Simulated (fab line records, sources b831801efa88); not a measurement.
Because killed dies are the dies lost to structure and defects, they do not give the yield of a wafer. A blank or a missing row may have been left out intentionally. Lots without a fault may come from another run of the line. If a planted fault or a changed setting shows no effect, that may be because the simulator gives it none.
Which tool was responsible? / flow sky130 / 12 lots, 36 wafers sampled, at 5 steps of a route of 708

WHAT THE GAUGES SHOWED, per wafer
SKY_PASSIVATION_THK_MEAS_01.
lot=L075; measured=day 44 05:44; on=film_metro-03; PASSIVATION_CVD_00_THK (nm)=92.3 92.2 92.8
lot=L077; measured=day 44 22:02; on=film_metro-02; PASSIVATION_CVD_00_THK (nm)=90.2 90.5 90.0
lot=L079; measured=day 45 10:58; on=film_metro-03; PASSIVATION_CVD_00_THK (nm)=90.9 90.1 91.0
lot=L081; measured=day 45 18:33; on=film_metro-01; PASSIVATION_CVD_00_THK (nm)=88.7 88.6 90.5
lot=L082; measured=day 46 12:53; on=film_metro-01; PASSIVATION_CVD_00_THK (nm)=88.7 90.4 90.4
lot=L085; measured=day 46 20:47; on=film_metro-01; PASSIVATION_CVD_00_THK (nm)=91.2 92.2 91.9
lot=L087; measured=day 47 05:34; on=film_metro-01; PASSIVATION_CVD_00_THK (nm)=88.6 89.3 91.4
lot=L089; measured=day 47 19:54; on=film_metro-03; PASSIVATION_CVD_00_THK (nm)=89.8 90.7 90.3
lot=L092; measured=day 48 05:22; on=film_metro-03; PASSIVATION_CVD_00_THK (nm)=87.8 89.7 91.4
lot=L093; measured=day 48 15:09; on=film_metro-01; PASSIVATION_CVD_00_THK (nm)=89.9 90.2 91.9
lot=L095; measured=day 48 22:09; on=film_metro-03; PASSIVATION_CVD_00_THK (nm)=88.5 89.7 89.3
lot=L097; measured=day 49 13:14; on=film_metro-03; PASSIVATION_CVD_00_THK (nm)=90.6 91.5 91.7

WHICH TOOL RAN EACH LOT (tool, then ch and the chambers of the sampled wafers, then the start)
lot=L075; SKY_VIA3_CMP_02=cmp-02 ch 0,3, day 39 01:58; SKY_METAL4_DESCUM_15=rie_metal-02 ch 0,1, day 42 04:28; SKY_METAL5_STRIP_16=plasma_asher-03 ch 0,1, day 44 05:07; SKY_PASSIVATION_CVD_00=pecvd-01 ch 0,1,2, day 44 05:41
lot=L077; SKY_VIA3_CMP_02=cmp-01 ch 1,2,3, day 39 18:07; SKY_METAL4_DESCUM_15=rie_metal-04 ch 0,1, day 42 20:56; SKY_METAL5_STRIP_16=plasma_asher-01 ch 0,1, day 44 21:26; SKY_PASSIVATION_CVD_00=pecvd-04 ch 0,2, day 44 22:00
lot=L079; SKY_VIA3_CMP_02=cmp-01 ch 2,3, day 40 10:01; SKY_METAL4_DESCUM_15=rie_metal-03 ch 0,1, day 43 11:19; SKY_METAL5_STRIP_16=plasma_asher-03 ch 0,1, day 45 10:21; SKY_PASSIVATION_CVD_00=pecvd-01 ch 0,1, day 45 10:56
lot=L081; SKY_VIA3_CMP_02=cmp-01 ch 0,1,3, day 40 18:05; SKY_METAL4_DESCUM_15=rie_metal-03 ch 0,1, day 43 19:16; SKY_METAL5_STRIP_16=plasma_asher-01 ch 0,1, day 45 17:55; SKY_PASSIVATION_CVD_00=pecvd-04 ch 0,1, day 45 18:31
lot=L082; SKY_VIA3_CMP_02=cmp-02 ch 1,3, day 41 14:56; SKY_METAL4_DESCUM_15=rie_metal-03 ch 0,1, day 44 15:01; SKY_METAL5_STRIP_16=plasma_asher-01 ch 0,1, day 46 12:12; SKY_PASSIVATION_CVD_00=pecvd-01 ch 1,2, day 46 12:52
lot=L085; SKY_VIA3_CMP_02=cmp-02 ch 0,3, day 42 00:17; SKY_METAL4_DESCUM_15=rie_metal-03 ch 0,1, day 44 22:46; SKY_METAL5_STRIP_16=plasma_asher-02 ch 0,1, day 46 20:10; SKY_PASSIVATION_CVD_00=pecvd-02 ch 0,2, day 46 20:46
lot=L087; SKY_VIA3_CMP_02=cmp-01 ch 0,2, day 42 11:23; SKY_METAL4_DESCUM_15=rie_metal-03 ch 0,1, day 45 08:58; SKY_METAL5_STRIP_16=plasma_asher-02 ch 0,1, day 47 04:57; SKY_PASSIVATION_CVD_00=pecvd-01 ch 0,1,2, day 47 05:32
lot=L089; SKY_VIA3_CMP_02=cmp-01 ch 0,2, day 43 03:49; SKY_METAL4_DESCUM_15=rie_metal-04 ch 0,1, day 45 23:58; SKY_METAL5_STRIP_16=plasma_asher-03 ch 1, day 47 19:16; SKY_PASSIVATION_CVD_00=pecvd-02 ch 1,2, day 47 19:52
lot=L092; SKY_VIA3_CMP_02=cmp-01 ch 1,2, day 43 14:16; SKY_METAL4_DESCUM_15=rie_metal-04 ch 0,1, day 46 09:43; SKY_METAL5_STRIP_16=plasma_asher-03 ch 0,1, day 48 04:45; SKY_PASSIVATION_CVD_00=pecvd-04 ch 0,2, day 48 05:20
lot=L093; SKY_VIA3_CMP_02=cmp-02 ch 1,2, day 44 02:20; SKY_METAL4_DESCUM_15=rie_metal-02 ch 0,1, day 46 20:37; SKY_METAL5_STRIP_16=plasma_asher-01 ch 0,1, day 48 14:21; SKY_PASSIVATION_CVD_00=pecvd-01 ch 0,2, day 48 15:08
lot=L095; SKY_VIA3_CMP_02=cmp-02 ch 2,3, day 44 12:13; SKY_METAL4_DESCUM_15=rie_metal-02 ch 0,1, day 47 04:55; SKY_METAL5_STRIP_16=plasma_asher-01 ch 0,1, day 48 21:31; SKY_PASSIVATION_CVD_00=pecvd-04 ch 0,1,2, day 48 22:07
lot=L097; SKY_VIA3_CMP_02=cmp-02 ch 0,1,2, day 45 04:49; SKY_METAL4_DESCUM_15=rie_metal-02 ch 0,1, day 47 20:37; SKY_METAL5_STRIP_16=plasma_asher-01 ch 0,1, day 49 12:35; SKY_PASSIVATION_CVD_00=pecvd-01 ch 0,1,2, day 49 13:13
- SKY_VIA3_CMP_02: polishes SiO2.
- SKY_METAL4_DESCUM_15: chemistry O2, time 8 s.
- SKY_METAL5_STRIP_16: strips in O2/N2.
- SKY_PASSIVATION_CVD_00: deposits SiO2, target thk 90 nm.

THE ANSWER, worked out from the rows above alone
Rule: usual is defined by the lots themselves. Put in order of their means at a reading, lots are off if they are a third of the lots or fewer, leave a main group of 4 or more, and stand apart from it by a gap of 3 or more times the standard deviation of the main group's means; of several such gaps the widest counts. A main group whose means are all the same, to the digits that the tables above print for the reading, isn't used. A lot without any number at a reading at which 4 lots or more have one is off too. The other lots that the step has rows for count as sound.
Nothing can be told from this: no lot is off at any reading shown.

WHAT THE SIMULATOR HAD INSERTED
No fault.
